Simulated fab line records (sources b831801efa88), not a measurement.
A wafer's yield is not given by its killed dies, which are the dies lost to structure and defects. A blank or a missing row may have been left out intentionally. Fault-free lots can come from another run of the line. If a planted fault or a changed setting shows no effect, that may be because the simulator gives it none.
What tool caused it? | flow gf180mcu | 14 lots, 42 wafers sampled, at 4 steps of a route of 602

== WHAT THE GAUGES READ, wafer by wafer ==
GF_MVSD_OVL_MEAS_07.
lot  | measured     | on         | MVSD_OVL (nm)
L517 | day 4 13:02  | overlay-01 | -1.3 -0.3 -2.7
L518 | day 4 17:08  | overlay-02 | -1.4 1.9 1.2
L519 | day 4 22:17  | overlay-01 | -3.1 -1.8 -2.3
L521 | day 5 08:25  | overlay-01 | -2.5 -1.5 -2.3
L522 | day 5 12:19  | overlay-02 | -1.0 -1.5 -0.7
L523 | day 5 21:38  | overlay-02 | -1.9 -2.0 -0.7
L525 | day 6 08:14  | overlay-02 | -0.3 -0.8 -1.0
L526 | day 6 14:46  | overlay-01 | 1.1 1.1 1.0
L528 | day 7 04:43  | overlay-02 | 0.5 0.4 0.1
L530 | day 7 13:37  | overlay-01 | -2.9 -2.4 -2.1
L535 | day 8 20:44  | overlay-01 | -2.9 -3.5 -2.3
L538 | day 9 13:29  | overlay-01 | -1.5 -1.5 -1.4
L539 | day 9 17:19  | overlay-01 | 0.1 0.8 0.6
L540 | day 10 00:28 | overlay-02 | -2.0 -1.1 -1.3

GF_V2_CD_MEAS_14 targets a cd of 260 nm.
lot  | measured     | on       | cdNm (nm)
L517 | day 20 07:56 | cdSem-01 | 260.4 261.2 260.5
L518 | day 21 01:31 | cdSem-02 | 261.8 261.8 261.7
L519 | day 21 03:11 | cdSem-02 | 260.7 261.3 260.6
L521 | day 21 21:28 | cdSem-02 | 257.7 257.6 257.2
L522 | day 22 07:13 | cdSem-02 | 259.5 260.0 259.1
L523 | day 22 20:38 | cdSem-01 | 258.8 258.1 258.1
L525 | day 23 18:16 | cdSem-01 | 260.0 260.5 261.3
L526 | day 23 14:46 | cdSem-01 | 260.3 261.2 261.2
L528 | day 24 10:07 | cdSem-01 | 258.9 258.9 259.6
L530 | day 24 21:34 | cdSem-01 | 259.6 260.1 260.7
L535 | day 26 10:04 | cdSem-02 | 260.3 260.1 260.7
L538 | day 27 05:02 | cdSem-01 | 261.7 260.2 261.0
L539 | day 27 11:07 | cdSem-01 | 260.3 260.6 260.6
L540 | day 27 23:31 | cdSem-01 | 261.7 262.1 260.6

== WHAT TOOL EACH LOT RAN ON (gives the tool, then ch and the chambers of the sampled wafers, and finally the start) ==
lot  | GF_DNWELL_IMPLANT_07           | GF_M2_METAL_ETCH_16
L517 | implanter-02 ch 0, day 2 21:12 | rieMetal-03 ch 0,1, day 19 06:49
L518 | implanter-03 ch 0, day 3 00:53 | rieMetal-04 ch 0,1, day 20 00:25
L519 | implanter-03 ch 0, day 3 05:12 | rieMetal-03 ch 1, day 20 01:52
L521 | implanter-01 ch 0, day 3 15:31 | rieMetal-03 ch 0, day 20 20:16
L522 | implanter-02 ch 0, day 3 20:29 | rieMetal-01 ch 0,1, day 21 07:19
L523 | implanter-01 ch 0, day 4 03:18 | rieMetal-01 ch 0, day 21 19:52
L525 | implanter-02 ch 0, day 4 13:24 | rieMetal-04 ch 0,1, day 22 18:49
L526 | implanter-02 ch 0, day 4 19:08 | rieMetal-03 ch 0,1, day 22 14:55
L528 | implanter-02 ch 0, day 5 06:55 | rieMetal-01 ch 0, day 23 10:22
L530 | implanter-02 ch 0, day 5 15:22 | rieMetal-03 ch 0,1, day 23 22:32
L535 | implanter-01 ch 0, day 6 19:35 | rieMetal-01 ch 1, day 25 11:39
L538 | implanter-01 ch 0, day 7 11:26 | rieMetal-01 ch 1, day 26 07:01
L539 | implanter-01 ch 0, day 7 15:07 | rieMetal-03 ch 0,1, day 26 13:19
L540 | implanter-03 ch 0, day 7 21:07 | rieMetal-01 ch 1, day 27 01:44
- GF_DNWELL_IMPLANT_07
- GF_M2_METAL_ETCH_16: etches the open film in Cl2/BCl3, stops on SiO2, target depth 627.5 nm, time 104.6 s.

== WHAT THE TOOLS THEMSELVES READ (means of the sampled wafers that have a number; where no wafer has one, the mark that the record gives instead) ==
GF_DNWELL_IMPLANT_07.
lot  | tool         | doseIonsCm2
L517 | implanter-02 | 1e+13
L518 | implanter-03 | 1e+13
L519 | implanter-03 | 1e+13
L521 | implanter-01 | 1e+13
L522 | implanter-02 | 1e+13
L523 | implanter-01 | 1e+13
L525 | implanter-02 | 1e+13
L526 | implanter-02 | 1e+13
L528 | implanter-02 | 1e+13
L530 | implanter-02 | 1e+13
L535 | implanter-01 | 1e+13
L538 | implanter-01 | 1e+13
L539 | implanter-01 | 1e+13
L540 | implanter-03 | 1e+13

GF_M2_METAL_ETCH_16.
lot  | tool        | biasW (W) | drypumpMotorCurrentA (A) | oesProductAu (a.u.) | throttleValvePct (%)
L517 | rieMetal-03 | 140.0     | 6.08                     | 0.974               | 28.250
L518 | rieMetal-04 | 139.9     | 5.97                     | 0.971               | 28.254
L519 | rieMetal-03 | 139.6     | 6.06                     | 0.977               | 28.247
L521 | rieMetal-03 | 140.3     | 6.17                     | 0.977               | 28.258
L522 | rieMetal-01 | 139.8     | 5.84                     | 0.970               | 28.248
L523 | rieMetal-01 | 140.1     | 5.84                     | 0.981               | 28.236
L525 | rieMetal-04 | 140.1     | 5.96                     | 0.966               | 28.254
L526 | rieMetal-03 | 139.4     | 6.07                     | 0.975               | 28.236
L528 | rieMetal-01 | 139.6     | 5.85                     | 0.982               | 28.236
L530 | rieMetal-03 | 140.1     | 6.11                     | 0.966               | 28.256
L535 | rieMetal-01 | 140.4     | 5.87                     | 0.974               | 28.259
L538 | rieMetal-01 | 140.5     | 5.87                     | 0.975               | 28.241
L539 | rieMetal-03 | 139.9     | 6.06                     | 0.966               | 28.258
L540 | rieMetal-01 | 140.2     | 5.87                     | 0.972               | 28.246

== THE ANSWER, worked out from the rows above alone ==
Rule: the usual values come from the lots themselves. Put in order of their means at a reading, lots are off if they are a third of the lots or fewer, leave a main group of 4 or more, and stand apart from it by a gap of 3 or more times the standard deviation of the main group's means; of several such gaps the widest counts. Not used: any main group whose means are identical at the precision the tables above print for the reading. Also off: a lot with no number at a reading for which 4 or more lots have one. The other lots that the step has rows for count as sound. After the gauges, taken in route order, come the tools' own readings; for these a lot's mean is taken, as printed above. At the first step where some lot is off, the reading lying furthest off is the one used; lots without a number count as furthest.
No lot is off at any reading shown: from this, nothing can be told.

== WHAT WAS PUT IN BY THE SIMULATOR ==
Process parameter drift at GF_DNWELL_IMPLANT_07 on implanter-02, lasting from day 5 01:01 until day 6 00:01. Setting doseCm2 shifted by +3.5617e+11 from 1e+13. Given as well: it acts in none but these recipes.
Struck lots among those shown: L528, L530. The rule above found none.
